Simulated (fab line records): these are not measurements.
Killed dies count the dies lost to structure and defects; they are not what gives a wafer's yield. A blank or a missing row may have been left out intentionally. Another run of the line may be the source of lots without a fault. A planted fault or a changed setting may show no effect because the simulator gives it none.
2 desks looking at one fault | flow sky130 | only its own numbers are on each desk; what lay behind them is given at the end

## THE METROLOGY DESK
What the gauges read, lot by lot, whatever tool the lot ran on: means of the sampled wafers that have a number. Marked OUT: a lot whose mean sits more than 4 standard deviations from the usual mean, which makes it out of limits; the brackets give that distance.
Columns: A = CONTACT_W_RS at SKY_CONTACT_RS_MEAS_25, usual 0.338 ohm/sq; B = cd-nm at SKY_METAL1_CD_MEAS_15, usual 140.3 nm
lot  | first seen here | A     | B
L478 | day 31 15:29    | 0.347 | 141.2
L480 | day 32 02:36    | 0.341 | 141.2
L481 | day 32 12:34    | 0.330 | 139.2
L482 | day 32 22:19    | 0.337 | 140.0
L483 | day 33 08:38    | 0.336 | 138.4
L484 | day 33 14:16    | 0.339 | 139.7
L485 | day 34 01:08    | 0.339 | 141.1
L492 | day 35 22:40    | 0.341 | 140.7
L493 | day 36 06:01    | 0.334 | 138.7
L496 | day 37 07:35    | 0.345 | 142.0
L497 | day 37 13:59    | 0.337 | 138.3
L498 | day 37 18:38    | 0.331 | 140.6
L499 | day 38 09:10    | 0.342 | 141.2
Finding of this desk: none of the 13 lots has anything out of limits.

## DESK OF THE TOOL OWNER: plasma-asher-01
The tool's own readings at SKY_NWELL_STRIP_25 (strips in O2/N2): means of the sampled wafers that have a number, for each lot that ran on this tool. Marked OUT: a lot whose mean sits more than 4 standard deviations from the usual mean, which makes it out of limits; the brackets give that distance.
Columns: A = drypump-motor-current-A at SKY_NWELL_STRIP_25, usual 5.5 A; B = oes-product-au at SKY_NWELL_STRIP_25, usual 0.723 a.u.; C = strip-time-to-endpoint-s at SKY_NWELL_STRIP_25, usual 36.89 s
lot  | first seen here | A   | B     | C
L478 | day 5 10:04     | 5.9 | 0.724 | 36.85
L481 | day 6 02:37     | 5.6 | 0.725 | 36.81
L485 | day 7 03:41     | 5.3 | 0.726 | 36.78
L492 | day 8 16:50     | 5.6 | 0.721 | 36.86
L493 | day 9 02:25     | 5.8 | 0.721 | 36.87
Finding of this desk: none of the 5 lots has anything out of limits.

## ALL TOGETHER
Metrology desk: nothing out of limits seen.
Nothing out of limits was seen by the tool owner's desk.

## WHAT THE SIMULATOR HAD INSERTED
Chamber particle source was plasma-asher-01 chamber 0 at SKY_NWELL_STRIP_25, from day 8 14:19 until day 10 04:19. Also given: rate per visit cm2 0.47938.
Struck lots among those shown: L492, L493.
